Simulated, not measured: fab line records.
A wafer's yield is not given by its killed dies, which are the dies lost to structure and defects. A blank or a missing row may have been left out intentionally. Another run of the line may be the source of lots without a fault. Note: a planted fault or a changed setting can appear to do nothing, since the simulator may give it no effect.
A sampling plan put to the test	flow sky130	each of the 45 faults these records tell of, on one fab line, judged from the records of the lots it struck
The plan is the line's own looks: the steps of the route at which a gauge or an inspection reads the wafer and doesn't change it. A look is open to judgement when struck wafers have a number at it and the file gives its usual mean and standard deviation on fault-free wafers. Caught: at a look after the fault's first step, the mean of the struck wafers lies 4 or more of those standard deviations (sigma) from the usual mean. On the tool: the same test on the tool's own readings at the fault's steps. It also counts as caught if the struck wafers ran another recipe or if their record alone is blank.

## THE FAULTS, as the simulator had put them in
1. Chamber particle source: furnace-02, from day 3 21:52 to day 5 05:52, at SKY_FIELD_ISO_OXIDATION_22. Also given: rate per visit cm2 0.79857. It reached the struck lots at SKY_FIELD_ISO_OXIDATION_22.
2. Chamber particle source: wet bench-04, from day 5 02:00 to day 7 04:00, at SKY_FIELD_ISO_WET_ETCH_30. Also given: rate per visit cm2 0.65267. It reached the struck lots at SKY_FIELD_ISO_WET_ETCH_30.
3. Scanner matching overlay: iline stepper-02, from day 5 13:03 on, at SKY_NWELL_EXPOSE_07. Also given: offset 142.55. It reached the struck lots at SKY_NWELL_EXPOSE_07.
4. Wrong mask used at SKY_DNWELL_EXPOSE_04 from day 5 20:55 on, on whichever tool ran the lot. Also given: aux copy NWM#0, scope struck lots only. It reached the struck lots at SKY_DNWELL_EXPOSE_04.
5. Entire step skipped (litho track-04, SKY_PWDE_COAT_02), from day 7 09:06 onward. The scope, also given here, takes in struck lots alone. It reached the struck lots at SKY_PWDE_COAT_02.
6. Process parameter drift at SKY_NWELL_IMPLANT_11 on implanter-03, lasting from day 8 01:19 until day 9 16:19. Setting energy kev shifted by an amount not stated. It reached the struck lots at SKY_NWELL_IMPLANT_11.
7. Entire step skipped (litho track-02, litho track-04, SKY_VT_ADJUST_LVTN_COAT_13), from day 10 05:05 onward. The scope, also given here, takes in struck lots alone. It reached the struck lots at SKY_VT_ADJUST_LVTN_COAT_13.
8. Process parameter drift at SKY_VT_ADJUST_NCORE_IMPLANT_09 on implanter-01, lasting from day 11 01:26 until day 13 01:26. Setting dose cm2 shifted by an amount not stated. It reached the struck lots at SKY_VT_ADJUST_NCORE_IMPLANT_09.
9. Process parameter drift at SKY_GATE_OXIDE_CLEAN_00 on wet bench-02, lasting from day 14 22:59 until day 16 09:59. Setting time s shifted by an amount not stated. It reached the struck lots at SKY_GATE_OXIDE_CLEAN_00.
10. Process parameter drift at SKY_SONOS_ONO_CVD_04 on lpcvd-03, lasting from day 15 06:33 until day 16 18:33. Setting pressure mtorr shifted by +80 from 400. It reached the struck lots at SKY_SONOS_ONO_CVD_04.
11. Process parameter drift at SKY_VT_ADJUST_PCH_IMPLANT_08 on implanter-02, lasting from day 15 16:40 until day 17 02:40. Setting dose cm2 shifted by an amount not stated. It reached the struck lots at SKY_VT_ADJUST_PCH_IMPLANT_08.
12. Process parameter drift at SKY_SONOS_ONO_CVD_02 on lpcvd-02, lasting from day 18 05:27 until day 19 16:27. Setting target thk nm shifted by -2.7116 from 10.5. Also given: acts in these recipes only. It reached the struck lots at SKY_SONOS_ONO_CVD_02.
13. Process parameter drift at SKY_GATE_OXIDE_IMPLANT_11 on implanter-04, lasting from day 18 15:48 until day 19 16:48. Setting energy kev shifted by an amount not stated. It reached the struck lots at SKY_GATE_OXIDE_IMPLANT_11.
14. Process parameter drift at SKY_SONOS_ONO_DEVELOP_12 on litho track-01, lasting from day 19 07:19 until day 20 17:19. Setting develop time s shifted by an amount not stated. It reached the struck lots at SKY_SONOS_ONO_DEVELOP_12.
15. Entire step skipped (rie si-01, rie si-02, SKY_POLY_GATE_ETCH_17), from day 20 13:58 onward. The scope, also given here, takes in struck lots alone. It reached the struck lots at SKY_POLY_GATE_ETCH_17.
16. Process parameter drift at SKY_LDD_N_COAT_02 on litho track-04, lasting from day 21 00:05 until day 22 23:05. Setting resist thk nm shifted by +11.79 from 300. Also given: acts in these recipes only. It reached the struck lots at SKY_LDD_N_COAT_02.
17. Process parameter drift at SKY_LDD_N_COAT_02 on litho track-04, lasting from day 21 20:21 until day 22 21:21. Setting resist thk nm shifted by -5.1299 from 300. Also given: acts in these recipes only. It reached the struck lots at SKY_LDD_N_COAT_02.
18. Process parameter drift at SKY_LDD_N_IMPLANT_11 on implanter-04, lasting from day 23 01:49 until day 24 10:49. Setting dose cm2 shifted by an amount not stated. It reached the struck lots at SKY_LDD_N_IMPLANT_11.
19. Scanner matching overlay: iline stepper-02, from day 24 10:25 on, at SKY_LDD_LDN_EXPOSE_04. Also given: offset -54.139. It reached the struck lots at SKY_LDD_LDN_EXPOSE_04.
20. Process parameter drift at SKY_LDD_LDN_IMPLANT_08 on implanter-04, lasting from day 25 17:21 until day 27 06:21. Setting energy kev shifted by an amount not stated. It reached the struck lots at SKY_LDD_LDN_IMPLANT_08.
21. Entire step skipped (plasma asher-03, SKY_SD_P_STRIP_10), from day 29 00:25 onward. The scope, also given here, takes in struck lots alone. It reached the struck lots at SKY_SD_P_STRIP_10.
22. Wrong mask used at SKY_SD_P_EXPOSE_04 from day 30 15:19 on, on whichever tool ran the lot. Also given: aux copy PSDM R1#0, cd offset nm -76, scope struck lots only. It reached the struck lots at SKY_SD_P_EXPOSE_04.
23. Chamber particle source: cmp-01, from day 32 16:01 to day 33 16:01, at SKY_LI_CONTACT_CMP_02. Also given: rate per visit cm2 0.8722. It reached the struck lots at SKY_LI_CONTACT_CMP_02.
24. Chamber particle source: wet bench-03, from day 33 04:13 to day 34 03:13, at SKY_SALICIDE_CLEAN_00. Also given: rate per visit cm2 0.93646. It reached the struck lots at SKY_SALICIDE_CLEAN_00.
25. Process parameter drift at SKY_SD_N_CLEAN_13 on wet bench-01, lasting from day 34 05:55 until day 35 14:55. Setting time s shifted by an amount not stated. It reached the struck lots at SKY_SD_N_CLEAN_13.
26. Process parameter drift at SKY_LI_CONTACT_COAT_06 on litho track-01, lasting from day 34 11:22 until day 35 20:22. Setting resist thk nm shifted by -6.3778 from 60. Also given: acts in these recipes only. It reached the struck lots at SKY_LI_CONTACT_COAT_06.
27. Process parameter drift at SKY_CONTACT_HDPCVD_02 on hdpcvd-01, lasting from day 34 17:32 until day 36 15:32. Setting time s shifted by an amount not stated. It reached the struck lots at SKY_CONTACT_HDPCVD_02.
28. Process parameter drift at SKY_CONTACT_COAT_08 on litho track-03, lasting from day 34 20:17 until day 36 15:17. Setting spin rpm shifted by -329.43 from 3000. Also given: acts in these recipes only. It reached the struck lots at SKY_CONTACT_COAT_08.
29. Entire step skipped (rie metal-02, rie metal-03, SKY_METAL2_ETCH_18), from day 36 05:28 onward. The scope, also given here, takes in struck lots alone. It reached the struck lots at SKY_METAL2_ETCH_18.
30. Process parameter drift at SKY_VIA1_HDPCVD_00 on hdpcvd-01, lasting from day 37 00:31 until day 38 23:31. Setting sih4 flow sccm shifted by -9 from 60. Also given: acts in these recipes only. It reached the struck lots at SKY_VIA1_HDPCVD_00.
31. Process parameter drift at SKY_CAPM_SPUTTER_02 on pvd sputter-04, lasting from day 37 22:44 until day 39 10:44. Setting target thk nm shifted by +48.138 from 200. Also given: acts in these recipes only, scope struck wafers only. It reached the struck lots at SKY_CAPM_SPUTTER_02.
32. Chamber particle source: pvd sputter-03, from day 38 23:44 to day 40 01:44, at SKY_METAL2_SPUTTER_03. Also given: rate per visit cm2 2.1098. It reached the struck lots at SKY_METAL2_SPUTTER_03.
33. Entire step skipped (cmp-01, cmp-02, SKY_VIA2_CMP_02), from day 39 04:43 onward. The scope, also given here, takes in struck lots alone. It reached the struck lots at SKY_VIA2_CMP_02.
34. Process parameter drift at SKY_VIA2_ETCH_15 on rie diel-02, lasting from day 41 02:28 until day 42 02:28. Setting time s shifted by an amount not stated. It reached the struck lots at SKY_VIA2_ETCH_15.
35. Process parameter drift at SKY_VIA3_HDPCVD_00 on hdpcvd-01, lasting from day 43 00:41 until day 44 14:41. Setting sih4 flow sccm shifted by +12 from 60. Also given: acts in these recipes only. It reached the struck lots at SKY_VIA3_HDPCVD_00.
36. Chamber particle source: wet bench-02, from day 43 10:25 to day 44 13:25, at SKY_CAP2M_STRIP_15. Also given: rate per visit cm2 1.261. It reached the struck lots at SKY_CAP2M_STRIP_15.
37. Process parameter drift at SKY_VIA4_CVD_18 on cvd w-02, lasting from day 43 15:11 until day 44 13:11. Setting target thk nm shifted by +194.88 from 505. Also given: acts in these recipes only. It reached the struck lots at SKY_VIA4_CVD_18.
38. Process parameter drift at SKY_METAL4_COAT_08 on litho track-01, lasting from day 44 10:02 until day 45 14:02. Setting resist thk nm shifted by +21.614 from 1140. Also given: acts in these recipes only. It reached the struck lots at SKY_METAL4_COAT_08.
39. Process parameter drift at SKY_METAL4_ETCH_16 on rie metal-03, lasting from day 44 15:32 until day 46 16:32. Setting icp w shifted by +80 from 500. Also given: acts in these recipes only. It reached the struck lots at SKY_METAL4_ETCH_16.
40. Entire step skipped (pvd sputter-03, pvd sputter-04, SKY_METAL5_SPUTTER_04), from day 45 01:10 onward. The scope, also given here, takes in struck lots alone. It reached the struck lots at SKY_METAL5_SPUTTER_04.
41. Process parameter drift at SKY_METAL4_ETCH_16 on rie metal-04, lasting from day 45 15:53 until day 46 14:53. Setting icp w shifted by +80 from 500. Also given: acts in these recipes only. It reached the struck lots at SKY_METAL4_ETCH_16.
42. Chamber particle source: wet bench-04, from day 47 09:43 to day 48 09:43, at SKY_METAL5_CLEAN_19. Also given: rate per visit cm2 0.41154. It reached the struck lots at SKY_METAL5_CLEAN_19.
43. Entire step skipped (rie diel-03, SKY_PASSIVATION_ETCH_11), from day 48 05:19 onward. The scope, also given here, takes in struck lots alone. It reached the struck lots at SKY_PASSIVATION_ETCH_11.
44. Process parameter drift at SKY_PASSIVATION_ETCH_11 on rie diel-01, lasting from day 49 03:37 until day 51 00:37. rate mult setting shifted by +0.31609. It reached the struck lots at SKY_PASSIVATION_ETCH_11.
45. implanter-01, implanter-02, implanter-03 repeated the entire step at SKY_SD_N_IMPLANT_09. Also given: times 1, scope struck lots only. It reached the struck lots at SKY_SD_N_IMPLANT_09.

## WHAT THE PLAN SAW
fault	on the tool itself	first look that catches it	reading, sigma	median hours from its first step to that look	hours from the fault's start to the first struck lot there	judged looks passed uncaught
1	under 2 sigma	no look after it can be judged	-	-	-	0
2	under 2 sigma	not the one look that can be judged after it	-	-	-	1
3	under 2 sigma	SKY_NWELL_OVL_MEAS_10	NWELL_00_OVL +99 or beyond	9.4	18	0
4	under 2 sigma	SKY_DNWELL_TW_MEAS_09	DNWELL_TW -98	9.4	12	0
5	the tool's record is blank for the struck wafers	SKY_NWELL_TW_MEAS_26	NWELL_2_TW +10	54.4	58	0
6	beam energy keV -99 or beyond sigma	SKY_NWELL_RS_MEAS_29	NWELL_RS +4.2	22.5	29	0
7	the tool's record is blank for the struck wafers	SKY_VT_ADJUST_NCORE_TW_MEAS_11	VT_ADJUST_NCORE_TW +11	36.1	41	0
8	dose ions cm2 -99 or beyond sigma	SKY_VT_ADJUST_NCORE_TW_MEAS_11	VT_ADJUST_NCORE_TW -4.3	0.2	9	0
9	run length s -34 sigma	none of the 3 looks that can be judged after it	-	-	-	3
10	pressure mtorr +99 or beyond sigma	SKY_SONOS_ONO_THK_MEAS_05	SONOS_ONO_CVD_04_THK +4.3	1.3	7	0
11	dose ions cm2 +99 or beyond sigma	SKY_VT_ADJUST_PCH_TW_MEAS_10	VT_ADJUST_PCH_TW +11	0.2	4	0
12	under 2 sigma	SKY_SONOS_ONO_THK_MEAS_03	SONOS_ONO_CVD_02_THK -20	1.1	6	0
13	beam energy keV -99 or beyond sigma	not the one look that can be judged after it	strongest: GATE_OXIDE_TW at SKY_GATE_OXIDE_TW_MEAS_14, -3.7	-	-	1
14	no reading that can be judged	SKY_SONOS_ONO_CD_MEAS_13	cd nm +5.2	0.2	1	0
15	the tool's record is blank for the struck wafers	no look after it can be judged	-	-	-	0
16	no reading that can be judged	no look after it can be judged	-	-	-	0
17	no reading that can be judged	not the one look that can be judged after it	-	-	-	1
18	dose ions cm2 +99 or beyond sigma	none of the 3 looks that can be judged after it	-	-	-	3
19	no reading that can be judged	SKY_LDD_LDN_OVL_MEAS_07	LDD_LDN_OVL -38	14.4	16	0
20	beam energy keV +99 or beyond sigma	no look after it can be judged	-	-	-	0
21	the tool's record is blank for the struck wafers	SKY_RES_XHIGH_TW_MEAS_09	RES_XHIGH_TW -99 or beyond	27.9	31	0
22	no reading that can be judged	SKY_SD_P_CD_MEAS_07	cd nm -29	13.5	18	0
23	under 2 sigma	no look after it can be judged	-	-	-	0
24	no reading that can be judged	not the one look that can be judged after it	-	-	-	1
25	run length s -26 sigma	no look after it can be judged	-	-	-	0
26	under 2 sigma	not the one look that can be judged after it	-	-	-	1
27	run length s -7.2 sigma	none of the 2 looks that can be judged after it	strongest: CONTACT_HDPCVD_THK at SKY_CONTACT_THK_MEAS_03, -3.3	-	-	2
28	spin speed rpm -99 or beyond sigma	not the one look that can be judged after it	-	-	-	1
29	the tool's record is blank for the struck wafers	no look after it can be judged	-	-	-	0
30	sih4 flow sccm -47 sigma	SKY_VIA1_THK_MEAS_01	VIA1_HDPCVD_THK -12	0.1	7	0
31	under 2 sigma	SKY_CAPM_RS_MEAS_03	CAPM_TIN_RS -16	0.1	33	0
32	under 2 sigma	not the one look that can be judged after it	-	-	-	1
33	the tool's record is blank for the struck wafers	SKY_VIA2_BOW_MEAS_03	VIA2_BOW +4.6	0.3	4	0
34	run length s +7.5 sigma	no look after it can be judged	-	-	-	0
35	sih4 flow sccm +70 sigma	SKY_VIA3_THK_MEAS_01	VIA3_HDPCVD_THK +13	0.2	8	0
36	no reading that can be judged	not the one look that can be judged after it	-	-	-	1
37	under 2 sigma	SKY_VIA4_RS_MEAS_19	VIA4_W_RS -13	0.1	4	0
38	under 2 sigma	none of the 2 looks that can be judged after it	-	-	-	2
39	rf fwd power W +48 sigma	no look after it can be judged	-	-	-	0
40	the tool's record is blank for the struck wafers	SKY_METAL5_THK_MEAS_06	METAL5_ALCU_THK +15	1.9	10	0
41	rf fwd power W +47 sigma	no look after it can be judged	-	-	-	0
42	no reading that can be judged	no look after it can be judged	-	-	-	0
43	the tool's record is blank for the struck wafers	no look after it can be judged	-	-	-	0
44	under 2 sigma	no look after it can be judged	-	-	-	0
45	no reading that can be judged	SKY_SD_N_RS_MEAS_16	SD_N_RS -40	1.3	-	0
A dash: this means the fault isn't caught or the number doesn't appear in these records.

Caught at a look: 20 of 45. Caught on the tool: 24 of 45. By one or the other: 33 of 45.
Faults 9, 13, 15, 18, 20, 25, 27, 28, 29, 34, 39, 41, 43 were caught on the tool alone.
Caught at a look alone: faults 3, 4, 12, 14, 19, 22, 31, 37, 45.
Caught by neither: faults 1, 2, 16, 17, 23, 24, 26, 32, 36, 38, 42, 44.

## THINNER SAMPLING
In the worst case, this is how late the first struck lot would be measured if the look that catches a fault measured only every second or every third lot, by lot number:
fault	struck lots at that look, in order of time	every lot	every second lot	every third lot
3	L223, L224, L225, L226	18 h	22 h	28 h
4	L848	12 h	may miss it	may miss it
5	L266, L267	58 h	63 h	may miss all 2
6	L147, L151	29 h	may miss all 2	may miss all 2
7	L970, L971, L972	41 h	54 h	61 h
8	L600, L601, L603	9 h	21 h	may miss all 3
10	L143, L144	7 h	15 h	may miss all 2
11	L566, L568	4 h	may miss all 2	may miss all 2
12	L950, L951, L952	6 h	17 h	25 h
14	L317, L318	1 h	13 h	may miss all 2
19	L676, L678, L679, L680	16 h	42 h	46 h
21	L742, L743	31 h	45 h	may miss all 2
22	L884	18 h	may miss it	may miss it
30	L564, L566	7 h	may miss all 2	may miss all 2
31	L565, L566	33 h	34 h	may miss all 2
33	L106, L107	4 h	9 h	may miss all 2
35	L788, L789	8 h	14 h	may miss all 2
37	L157, L160	4 h	22 h	may miss all 2
40	L702, L703	10 h	13 h	may miss all 2
The hour figures run from when the fault began to the first measured lot among those it struck. The test against the limit of 4 sigma pooled every struck wafer, which means one lot taken alone may stay below that limit. Other struck lots may not be in these records.

## THE LONGEST TIMED WAY FROM STEP TO LOOK
In fault 5, a median of 54.4 hours elapses between SKY_PWDE_COAT_02 and SKY_NWELL_TW_MEAS_26. No look between them can be judged.
